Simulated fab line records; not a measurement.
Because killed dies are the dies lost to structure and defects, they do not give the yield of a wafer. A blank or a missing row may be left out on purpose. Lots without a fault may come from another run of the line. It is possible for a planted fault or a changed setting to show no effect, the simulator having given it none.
Struck lot and sound lot, side by side :: flow sfqLine :: 14 out of 325 route steps
Sound: these wafers, L812.1, L812.2, L812.6. Struck: wafer L815.3 (L815.2, L815.5, from the same lot, were not struck and are left out); the cause is given at the end.
Each step with rows lists, per side, the tool, then ch with its chambers, then its first start. Under that, the readings that differ: sound wafers :: struck wafers :: difference of the means :: sigmas: that difference in standard deviations of wafers without a fault.
alike: readings with means less than 2 such deviations apart, plus words and numbers identical on both sides. not compared: withheld readings, readings lacking a value on some wafer, bounds such as >300 that could conceal the same value, and numbers that have no deviation in the record and whose values overlap.
A row with sigmas, a row that says differs or no value, or rows on one side alone: a step with any of these is where the two part. Non-overlapping numbers with no deviation appear without sigmas and do not part them. A reading missing from all wafers of one side parts the sides only when that side holds two or more wafers.

first, 1 step without rows for these wafers: SFQ_TRILAYER_M3_STRIP_SOLV_CLEAN_080 (cleans in NMP, time 600 s).
SFQ_TRILAYER_I3_DEP_PECVD_081: deposits SiO2 from SiH4/N2O, time 111.11 s, target thk 500 nm.
  sound on pecvd-04 ch 1,2, day 44 02:29; struck on pecvd-04 ch 1, day 45 06:59
  alike: heaterPowerW, throttleValvePct
SFQ_TRILAYER_I3_CMP_CMP_082: polishes SiO2.
  sound on cmp-01 ch 1,2, day 44 02:34; struck on cmp-01 ch 0, day 45 07:34
reading: motorCurrentA (A)
sound: 8.9 11.0 8.8
struck: 11.6
difference: +2.0
sigmas: +2
  alike: edgeZonePressureFrac, timeToEndpointS
SFQ_I3_BOW_MEAS_922:
  sound: filmMetro-03 at day 44 05:34; struck: filmMetro-04 at day 45 10:05
reading: I3_BOW (um)
sound: 14 -4 21
struck: -17
difference: -27
sigmas: -3
SFQ_TRILAYER_I3_METRO_MEASURE_083:
  sound: filmMetro-03 at day 44 05:41; struck: filmMetro-04 at day 45 10:23
reading: thkNm (nm)
sound: 199.9 199.1 200.3
struck: 201.9
difference: +2.1
sigmas: +2
then, 6 steps without rows for these wafers: SFQ_TRILAYER_I3_VIA_LITHO_COAT_090 (resist thk 62 nm); SFQ_TRILAYER_I3_VIA_LITHO_COAT_085 (resist thk 650 nm); SFQ_TRILAYER_I3_VIA_LITHO_SOFTBAKE_089; SFQ_TRILAYER_I3_VIA_LITHO_EXPOSE_086 (exposes mask I3, target cd 500 nm); SFQ_TRILAYER_I3_VIA_LITHO_PEB_088 (peb time 60 s); SFQ_TRILAYER_I3_VIA_LITHO_DEVELOP_087 (time 60 s).
-- the record jumps here: 5 days lie between the struck wafers' starts before and after --
SFQ_I3_OVL_MEAS_923:
  sound: overlay-02 at day 49 17:16; struck: overlay-02 at day 50 13:41
  alike: I3_OVL
SFQ_TRILAYER_I3_VIA_BARC_OPEN_VIA_ETCH_121: etches BARC in O2, target depth 125 nm, time 41.7 s.
  sound on rieDiel-04 ch 0,1, day 49 17:19; struck on rieDiel-04 ch 1, day 50 13:43
reading: chamberPressureMTorr (mTorr)
sound: 30.011 29.986 29.992
struck: 23.994
difference: -6.002
sigmas: -99 or more
  alike: biasW, drypumpMotorCurrentA, oesProductAu
  not compared: rfHoursCounterH
SFQ_TRILAYER_I3_VIA_ETCH_VIA_ETCH_088: etches SiO2 in CHF3, stops on Nb, target depth 260 nm.
  sound on rieDiel-04 ch 0,1, day 49 17:21; struck on rieDiel-04 ch 1, day 50 13:45
  alike: biasW, chamberPressureMTorr, drypumpMotorCurrentA, oesProductAu

## WHERE THEY PART
At SFQ_TRILAYER_I3_CMP_CMP_082 first; at SFQ_TRILAYER_I3_VIA_BARC_OPEN_VIA_ETCH_121 last (within this record only). Later steps at which nothing parts them and some readings are alike: SFQ_TRILAYER_I3_VIA_ETCH_VIA_ETCH_088.

WHY: whatever the simulator had introduced
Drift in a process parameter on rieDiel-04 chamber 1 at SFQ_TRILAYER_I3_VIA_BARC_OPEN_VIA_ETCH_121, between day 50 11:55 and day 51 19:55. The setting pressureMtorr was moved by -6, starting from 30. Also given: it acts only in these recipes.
